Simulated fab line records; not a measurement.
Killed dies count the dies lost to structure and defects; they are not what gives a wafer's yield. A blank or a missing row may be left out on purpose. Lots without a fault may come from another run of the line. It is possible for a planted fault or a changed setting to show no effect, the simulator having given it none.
Which of the tools did it?    flow sky130    11 lots with 33 wafers sampled at 3 steps, on a route of 708 steps

## WHAT EACH GAUGE READ, for each wafer
SKY_METAL3_CD_MEAS_13: target cd 300 nm. Usual: cd-nm reads 300.3 nm (standard deviation 1.5).
lot   measured      on         cd-nm (nm)         flag
L627  day 38 10:35  cd-sem-01  299.3 299.6 301.7  
L628  day 38 15:30  cd-sem-02  300.4 300.4 300.2  
L629  day 39 02:07  cd-sem-01  301.0 302.1 301.6  
L634  day 40 20:19  cd-sem-02  298.8 298.4 300.3  
L635  day 41 05:56  cd-sem-01  300.5 299.0 299.7  
L642  day 42 22:05  cd-sem-02  302.3 302.1 301.2  
L643  day 42 23:33  cd-sem-02  298.2 298.6 298.8  
L645  day 43 16:21  cd-sem-01  302.4 300.7 301.0  
L646  day 44 02:16  cd-sem-02  302.9 303.8 302.6  
L649  day 44 18:48  cd-sem-01  301.3 302.5 301.9  
L650  day 44 23:23  cd-sem-01  299.8 300.1 301.4  

SKY_METAL3_OVL_MEAS_14. Usual: METAL3_OVL 2 nm, standard deviation 6.4.
lot   measured      on          METAL3_OVL (nm)  flag
L627  day 38 10:42  overlay-01  -2 1 -8          
L628  day 38 15:37  overlay-02  7 1 -2           
L629  day 39 02:13  overlay-01  7 5 -1           
L634  day 40 20:26  overlay-01  -4 -11 -7        
L635  day 41 06:03  overlay-02  0 6 7            
L642  day 42 22:12  overlay-01  -2 8 8           
L643  day 42 23:39  overlay-02  0 -3 -2          
L645  day 43 16:28  overlay-02  4 2 -4           
L646  day 44 02:23  overlay-01  5 -2 9           
L649  day 44 18:55  overlay-01  2 1 4            
L650  day 44 23:30  overlay-01  9 4 -1           

## EACH LOT AND THE TOOL THAT RAN IT (in order: tool; ch and the chambers of the sampled wafers; start)
lot   SKY_FIELD_ISO_ETCH_17
L627  rie-si-01 ch 0,1,3, day 2 07:56
L628  rie-si-02 ch 0,1,3, day 2 09:00
L629  rie-si-01 ch 0,3, day 2 14:30
L634  rie-si-02 ch 0,2,3, day 3 17:02
L635  rie-si-02 ch 0,3, day 3 23:17
L642  rie-si-01 ch 0,2,3, day 5 12:20
L643  rie-si-01 ch 0,1,3, day 5 16:41
L645  rie-si-01 ch 0,2,3, day 6 03:02
L646  rie-si-01 ch 1,2,3, day 6 07:27
L649  rie-si-01 ch 0,2, day 6 23:26
L650  rie-si-01 ch 0,1, day 7 05:53
- SKY_FIELD_ISO_ETCH_17: etches Si in HBr/Cl2/O2, target depth 342 nm, time 97.7 s.

## WHAT THE TOOLS THEMSELVES READ (means of the sampled wafers that have a number; where no wafer has one, the mark that the record gives instead)
SKY_FIELD_ISO_ETCH_17. Usual: drypump-motor-current-A 5.8 A, standard deviation 0.45; mfc-cl2-sccm 40.00 sccm, standard deviation 0.11; oes-product-au 1.001 a.u., standard deviation 0.0096; rf-fwd-power-W 603.5 W, standard deviation 2.2; throttle-valve-pct 25.656 %, standard deviation 0.011.
lot   tool       drypump-motor-current-A (A)  mfc-cl2-sccm (sccm)  oes-product-au (a.u.)  rf-fwd-power-W (W)  throttle-valve-pct (%)  flag
L627  rie-si-01  5.8                          39.95                0.995                  603.9               25.646                  
L628  rie-si-02  5.9                          40.10                0.994                  603.9               25.656                  
L629  rie-si-01  5.9                          39.94                0.996                  604.4               25.655                  
L634  rie-si-02  5.9                          39.95                1.036                  604.9               25.628                  OFF
L635  rie-si-02  5.6                          39.96                1.035                  604.1               25.623                  OFF
L642  rie-si-01  5.7                          40.12                1.007                  603.0               25.663                  
L643  rie-si-01  5.7                          40.03                0.999                  604.4               25.661                  
L645  rie-si-01  5.7                          40.00                1.004                  603.7               25.663                  
L646  rie-si-01  5.8                          40.06                1.000                  604.1               25.661                  
L649  rie-si-01  5.5                          40.04                0.999                  603.5               25.658                  
L650  rie-si-01  5.6                          39.96                1.004                  601.9               25.660                  

## THE ANSWER, worked out from the rows above alone
Rule: a lot counts as off when the mean over its wafers that have a number is more than 3 standard deviations away from the usual mean. A lot without any number at a reading at which 4 lots or more have one is off too. All remaining lots with rows at the step are treated as sound. Order of review: gauges by route order, followed by the tools' own readings, for which a lot's mean as printed above is used. At the first step where some lot is off, the reading lying furthest off is the one used; lots without a number count as furthest.
Off: L634, L635 (SKY_FIELD_ISO_ETCH_17, oes-product-au).
A tool fits if, at that step or a process step before it, it ran every lot that is off, and no sound lot after the first of them. One fits: SKY_FIELD_ISO_ETCH_17 on rie-si-02. Its last sound lot is L628 (day 2 09:00), its first lot that is off L634 (day 3 17:02): a fault that began between those two fits.
The tool's own readings at SKY_FIELD_ISO_ETCH_17 bear it out: on the lots that are off they differ by more than 5 times the standard deviation of the sound lots' means. oes-product-au reads 1.035 a.u. there against 1.000 a.u. on the sound lots; throttle-valve-pct reads 25.626 % there against 25.658 % on the sound lots.

## WHAT THE SIMULATOR HAD INSERTED
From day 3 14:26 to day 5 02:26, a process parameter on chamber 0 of rie-si-02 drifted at SKY_FIELD_ISO_ETCH_17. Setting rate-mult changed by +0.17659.
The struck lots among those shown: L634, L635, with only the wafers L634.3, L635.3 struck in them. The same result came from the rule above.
